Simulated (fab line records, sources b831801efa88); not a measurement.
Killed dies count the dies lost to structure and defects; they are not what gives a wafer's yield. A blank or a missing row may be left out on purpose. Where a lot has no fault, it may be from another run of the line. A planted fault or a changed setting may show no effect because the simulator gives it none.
Chamber matching	flow gf180mcu	GF_PASSIVATION_ETCH_11 on rie_diel-02: 4 sister chambers
The step etches the open film in CF4/O2, stops on TiN, target depth 2040 nm, time 453.3 s. 18 wafers are shown with their chamber, then 9 later ones without.

== WAFERS PAIRED WITH THEIR CHAMBERS ==
wafer	chamber	drypump_motor_current_A (A)	oes_product_au (a.u.)	throttle_valve_pct (%)
L076.1	1	5.64	0.971	5.979
L076.5	1	5.65	0.979	5.975
L076.6	0	6.04	0.981	5.982
L079.2	3	6.19	0.990	5.975
L079.5	3	6.18	0.994	5.955
L079.6	0	6.05	0.983	5.968
L082.2	3	6.20	0.994	5.951
L082.3	0	6.07	0.987	5.959
L082.5	2	5.72	0.979	5.982
L085.1	2	5.74	0.980	5.963
L085.3	3	6.20	0.986	5.966
L085.6	2	5.74	0.978	5.980
L088.3	0	6.04	0.988	5.970
L088.4	1	5.68	0.982	5.959
L088.6	0	6.07	0.997	5.971
L089.1	2	5.73	0.986	5.972
L089.5	1	5.65	0.980	5.962
L089.6	0	6.05	0.989	5.958

SIGNATURES (means of the wafers above)
reading	chamber 0	chamber 1	chamber 2	chamber 3	scatter within a chamber
drypump_motor_current_A	6.0533	5.6550	5.7325	6.1925	0.013
oes_product_au	0.98750	0.97800	0.98075	0.99100	0.00469
throttle_valve_pct	5.96800	5.96875	5.97425	5.96175	0.00947
Rule: a wafer's distance from a chamber is the root of the sum, over the readings, of the square of ((its reading less the chamber's mean) divided by the reading's scatter). If the next closest chamber is less than 2 further off than the closest, the wafer can't be placed; otherwise it belongs to the closest. The scatter: the root of (the sum of the squares of (reading less its chamber's mean) over the shown wafers, divided by (wafers less chambers)).

== WAFERS WHOSE CHAMBER IS MISSING ==
wafer	drypump_motor_current_A (A)	oes_product_au (a.u.)	throttle_valve_pct (%)
L092.3	6.17	0.991	5.968
L092.4	5.68	0.979	5.968
L092.6	5.66	0.979	5.958
L093.1	5.66	0.979	5.953
L093.3	6.19	0.995	5.973
L093.5	5.71	0.988	5.947
L096.1	6.08	0.978	5.976
L096.4	6.18	0.990	5.951
L096.5	5.67	0.984	5.958

== WHICH CHAMBER EACH ONE RAN IN ==
wafer	from the rows above	in truth
L092.3	3	3
L092.4	1	1
L092.6	1	1
L093.1	1	1
L093.3	3	3
L093.5	can't be placed: 2 or 1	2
L096.1	0	0
L096.4	3	3
L096.5	1	1
Correctly placed: 8 of 9. Unplaceable from these rows: 1, with the true chamber sitting among the candidates in 1. Wrongly placed: 0.
